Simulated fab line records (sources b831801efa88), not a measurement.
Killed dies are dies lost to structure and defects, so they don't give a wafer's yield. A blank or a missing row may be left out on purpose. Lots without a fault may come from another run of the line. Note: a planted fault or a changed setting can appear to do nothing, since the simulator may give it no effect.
A lot that was struck, set against a sound lot | flow gf180mcu | 20 out of 602 route steps
Sound: these wafers, L101.2, L101.5, L101.6. Wafers struck: L103.1, L103.3, L103.5. At the end, the cause is stated.
At each step with rows: each side's tool, then ch and its chambers, then its first start. Under that, the readings that differ: sound wafers | struck wafers | difference of the means | sigmas: that difference in standard deviations of wafers without a fault.
alike: words and numbers the same on both sides, and readings whose means are apart by under 2 such deviations; not compared: readings that were withheld, readings missing a value for some wafer, numbers with overlapping values and no deviation given by the record, and bounds like >300 which may hide the same value.
A row with sigmas, a row that says differs or no value, or rows on one side alone: a step with any of these is where the two part. Non-overlapping numbers with no deviation appear without sigmas and do not part them. A reading that every wafer of one side lacks parts them only if that side has two wafers or more.

first, 4 steps without rows for these wafers: GF_MIM_SOFTBAKE_15 (time 60 s); GF_MIM_EXPOSE_16 (exposes mask FuseTop, target cd 2000 nm); GF_MIM_PEB_17; GF_MIM_DEVELOP_18 (develop time 60 s).
GF_MIM_METAL_ETCH_19: etches the open film in Cl2/BCl3, stops on Si3N4, target depth 324.5 nm, time 54.1 s.
  sound on rieMetal-02 ch 0,1, day 27 11:41; struck on rieMetal-04 ch 0,1, day 28 00:06
  alike: drypumpMotorCurrentA, oesProductAu, throttleValvePct
  not compared: rfHoursCounterH
GF_MIM_STRIP_20: strips in O2/N2.
  sound on plasmaAsher-03 ch 0,1, day 27 11:45; struck on plasmaAsher-03 ch 1, day 28 00:11
  alike: drypumpMotorCurrentA, heaterPowerW, oesProductAu, stripTimeToEndpointS
  not compared: rfHoursCounterH
then, 6 steps without rows for these wafers: GF_MIM_STRIP_21 (strips in post etch residue remover, time 1200 s); GF_MIM_CLEAN_22 (cleans in DIW); GF_M5_DEHYDRATE_00 (time 60 s); GF_M5_HMDS_01 (prime time 60 s); GF_M5_COAT_02 (resist thk 1000 nm); GF_M5_SOFTBAKE_03 (time 60 s).
GF_M5_EXPOSE_04: exposes mask Metal5, target cd 280 nm.
  sound on krfScanner-02 ch 0, day 27 21:46; struck on krfScanner-02 ch 0, day 28 11:21
reading           | sound             | struck            | difference | sigmas
exposureDoseMJCm2 | 28.02 28.02 28.04 | 27.60 27.57 27.56 | -0.45      | -15
  alike: mask
then, 2 steps without rows for these wafers: GF_M5_PEB_05 (peb time 90 s); GF_M5_DEVELOP_06 (develop time 60 s).
GF_M5_CD_MEAS_07: the cd target is 280 nm.
  sound: cdSem-02 at day 28 07:37; struck: cdSem-02 at day 28 20:46
  alike: cdNm
GF_M5_OVL_MEAS_08:
  sound: overlay-01 at day 28 07:43; struck: overlay-01 at day 28 20:53
  alike: M5_OVL
GF_M5_ETCH_09: etches Si3N4 in CF4/O2, target depth 52 nm, time 11.6 s.
  sound on rieDiel-04 ch 0,1,2, day 28 07:45; struck on rieDiel-04 ch 0,3, day 28 20:56
reading            | sound           | struck          | difference | sigmas
model.M5.cdNm (nm) | 279.2 281 281.1 | 281.3 282.4 282 | +1.5       | 
  alike: drypumpMotorCurrentA, oesProductAu, throttleValvePct
  not compared: rfHoursCounterH
GF_M5_METAL_ETCH_10: etches the open film in Cl2/BCl3, stops on SiO2, target depth 750.8 nm, time 125.1 s.
  sound on rieMetal-04 ch 0,1, day 28 07:46; struck on rieMetal-04 ch 0, day 28 20:57
  alike: drypumpMotorCurrentA, oesProductAu, throttleValvePct
  not compared: rfHoursCounterH
next, for these wafers, 1 step has no rows: GF_PASSIVATION_PROBE_99.

## WHERE THEY PART
Only at GF_M5_EXPOSE_04, within this record. Later steps at which nothing parts them and some readings are alike: GF_M5_CD_MEAS_07, GF_M5_OVL_MEAS_08, GF_M5_ETCH_09, GF_M5_METAL_ETCH_10.

WHY: whatever the simulator had introduced
Process parameter drift: krfScanner-02, from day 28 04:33 on, at GF_M5_EXPOSE_04. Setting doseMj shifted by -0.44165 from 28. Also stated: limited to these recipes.
